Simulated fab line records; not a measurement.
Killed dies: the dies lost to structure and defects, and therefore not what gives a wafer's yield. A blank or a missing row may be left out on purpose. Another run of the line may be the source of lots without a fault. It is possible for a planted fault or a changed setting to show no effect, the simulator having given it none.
A struck lot beside a sound one / flow sky130 / 13 out of 708 route steps
Sound: the wafers L491.1, L491.3, L491.4. Wafers struck: L497.4, L497.5, L497.6. The cause comes at the end.
For every step that has rows: the tool of each side, followed by ch and its chambers, followed by its first start. Under that, the readings that differ: sound wafers / struck wafers / difference of the means / sigmas: that difference in standard deviations of wafers without a fault.
alike: readings with means less than 2 such deviations apart, plus words and numbers identical on both sides. not compared: withheld readings, readings lacking a value on some wafer, bounds such as >300 that could conceal the same value, and numbers that have no deviation in the record and whose values overlap.
Wherever a step has rows on one side only, a row that says differs or no value, or a row with sigmas, the two part there. Numbers that have no deviation but don't overlap get no sigmas and don't part them. A reading that every wafer of one side lacks parts them only if that side has two wafers or more.

SKY_FIELD_ISO_BOW_MEAS_00:
  sound on film_metro-02 at day 3 12:00; struck on film_metro-04 at day 4 18:04
  alike: INCOMING_BOW
then, 1 step without rows for these wafers: SKY_FIELD_ISO_OXIDATION_01 (stabilise 600 s, purge 300 s, target thk 12 nm).
SKY_FIELD_ISO_THK_MEAS_02:
  sound on film_metro-01 at day 3 13:47; struck on film_metro-02 at day 4 21:30
  alike: FIELD_ISO_OXIDATION_00_THK
then, 1 step without rows for these wafers: SKY_FIELD_ISO_CVD_03 (deposits Si3N4 from DCS/NH3, target thk 165 nm, time 2740 s).
SKY_FIELD_ISO_THK_MEAS_04:
  sound on film_metro-02 at day 3 15:38; struck on film_metro-04 at day 4 23:51
  alike: FIELD_ISO_CVD_03_THK
then, 6 steps without rows for these wafers: SKY_FIELD_ISO_DEHYDRATE_05 (time 60 s); SKY_FIELD_ISO_HMDS_06 (prime time 60 s); SKY_FIELD_ISO_COAT_07 (resist thk 60 nm); SKY_FIELD_ISO_COAT_08 (resist thk 450 nm); SKY_FIELD_ISO_SOFTBAKE_09 (time 90 s); SKY_FIELD_ISO_EXPOSE_10 (exposes mask FOM, target cd 150 nm).
SKY_FIELD_ISO_PEB_11:
  struck on litho_track-04, day 5 17:00; sound on litho_track-01 ch 0, day 4 08:00
reading=exhaust_pa (Pa); sound=46.4 46.8 46.1; struck=- - -; difference=no value on the struck wafers; sigmas=
  not compared: chill_plate_temp_C
then, 1 step without rows for these wafers: SKY_FIELD_ISO_DEVELOP_12 (develop time 60 s).

== WHERE THEY PART ==
SKY_FIELD_ISO_PEB_11 only, going by this record.

WHY: whatever the simulator had introduced
Beginning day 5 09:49, the whole step at SKY_FIELD_ISO_PEB_11 was skipped on litho_track-04. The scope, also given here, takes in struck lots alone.
